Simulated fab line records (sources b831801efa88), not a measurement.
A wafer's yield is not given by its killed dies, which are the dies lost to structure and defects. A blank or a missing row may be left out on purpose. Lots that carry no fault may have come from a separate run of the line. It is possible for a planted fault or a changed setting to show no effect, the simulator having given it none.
Chamber matching | flow gf180mcu | cmp-02 running GF_V1_CMP_04: 4 sister chambers
The step polishes SiO2. 8 wafers are shown with their chamber, then 7 later ones without.

## WAFERS, EACH WITH ITS CHAMBER
wafer  | chamber | motorCurrentA (A) | timeToEndpointS (s)
L395.2 | 3       | 12.7              | 65
L396.2 | 1       | 13.6              | 81
L396.3 | 0       | 11.1              | 64
L401.1 | 0       | 10.8              | 66
L401.3 | 2       | 11.7              | 85
L401.5 | 2       | 11.8              | 78
L403.3 | 3       | 12.6              | 68
L403.4 | 1       | 13.2              | 77

## WAFERS WITH NO CHAMBER GIVEN
wafer  | motorCurrentA (A) | timeToEndpointS (s)
L403.6 | 11.9              | 77
L405.1 | 12.8              | 69
L405.4 | 11.4              | 72
L405.5 | 11.9              | 74
L407.2 | 13.4              | 88
L407.4 | 12.3              | 91
L407.5 | 14.1              | 88

## EACH ONE'S CHAMBER
wafer  | from the rows above     | in truth
L403.6 | 2                       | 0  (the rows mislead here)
L405.1 | 3                       | 3
L405.4 | can't be placed: 0 or 2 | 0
L405.5 | 2                       | 2
L407.2 | 1                       | 1
L407.4 | 2                       | 2
L407.5 | 1                       | 1
5 of 7 placed correctly. Not placeable from these rows: 1 (in 1, the candidates include the true chamber). Placed wrongly: 1.
How it was worked out, from the rows above alone: a wafer's distance from a chamber is the root of the sum, over the readings, of the square of ((its reading less the chamber's mean) divided by the reading's scatter). The wafer belongs to the nearest chamber; if the next one is less than 2 further off, it can't be placed. The mean given for a chamber averages the wafers shown for that chamber. The scatter: the root of (the sum of the squares of (reading less its chamber's mean) over the shown wafers, divided by (wafers less chambers)).
